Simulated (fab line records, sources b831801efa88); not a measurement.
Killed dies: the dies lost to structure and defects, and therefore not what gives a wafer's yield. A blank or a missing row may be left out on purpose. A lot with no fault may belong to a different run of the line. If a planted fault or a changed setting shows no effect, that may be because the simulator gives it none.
Matching of chambers || flow sky130 || 3 sister chambers for SKY_CAPM_CVD_00 on pecvd-03
The step deposits SiO2, target thk 15.5 nm. 3 wafers are shown with their chamber, then 12 later ones without.

== WAFERS, EACH WITH ITS CHAMBER ==
{"wafer": "L087.6", "chamber": 1, "heater power w (W)": 747}
{"wafer": "L093.1", "chamber": 0, "heater power w (W)": 708}
{"wafer": "L093.3", "chamber": 2, "heater power w (W)": 561}

== WAFERS MISSING THEIR CHAMBER ==
{"wafer": "L094.1", "heater power w (W)": 640}
{"wafer": "L094.2", "heater power w (W)": 677}
{"wafer": "L094.3", "heater power w (W)": 634}
{"wafer": "L094.4", "heater power w (W)": 667}
{"wafer": "L094.5", "heater power w (W)": 629}
{"wafer": "L094.6", "heater power w (W)": 688}
{"wafer": "L096.1", "heater power w (W)": 648}
{"wafer": "L096.2", "heater power w (W)": 679}
{"wafer": "L096.5", "heater power w (W)": 671}
{"wafer": "L095.4", "heater power w (W)": 714}
{"wafer": "L095.5", "heater power w (W)": 584}
{"wafer": "L095.6", "heater power w (W)": 708}

== WHICH CHAMBER EACH WENT THROUGH ==
{"wafer": "L094.1", "from the rows above": "can't be placed: 0 or 2 or 1", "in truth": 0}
{"wafer": "L094.2", "from the rows above": "can't be placed: 0 or 1 or 2", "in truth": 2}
{"wafer": "L094.3", "from the rows above": "can't be placed: 2 or 0 or 1", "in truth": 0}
{"wafer": "L094.4", "from the rows above": "can't be placed: 0 or 1 or 2", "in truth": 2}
{"wafer": "L094.5", "from the rows above": "can't be placed: 2 or 0 or 1", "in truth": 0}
{"wafer": "L094.6", "from the rows above": "can't be placed: 0 or 1", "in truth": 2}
{"wafer": "L096.1", "from the rows above": "can't be placed: 0 or 2 or 1", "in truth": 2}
{"wafer": "L096.2", "from the rows above": "can't be placed: 0 or 1 or 2", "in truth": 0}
{"wafer": "L096.5", "from the rows above": "can't be placed: 0 or 1 or 2", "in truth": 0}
{"wafer": "L095.4", "from the rows above": "can't be placed: 0 or 1", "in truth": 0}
{"wafer": "L095.5", "from the rows above": 2, "in truth": 2}
{"wafer": "L095.6", "from the rows above": "can't be placed: 0 or 1", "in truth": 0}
Placed correctly: 1 of 12. Cannot be placed on the basis of these rows: 11; the candidates contain the true chamber in 10. Placed wrongly: 0.
How it was worked out, from the rows above alone: a wafer's distance from a chamber is the root of the sum, over the readings, of the square of ((its reading less the chamber's mean) divided by the reading's scatter). If the next closest chamber is less than 2 further off than the closest, the wafer can't be placed; otherwise it belongs to the closest. A chamber's mean is the mean of its shown wafers. The scatter: root of mean squared gap, hidden wafer to nearest shown wafer, with one shown wafer a chamber.
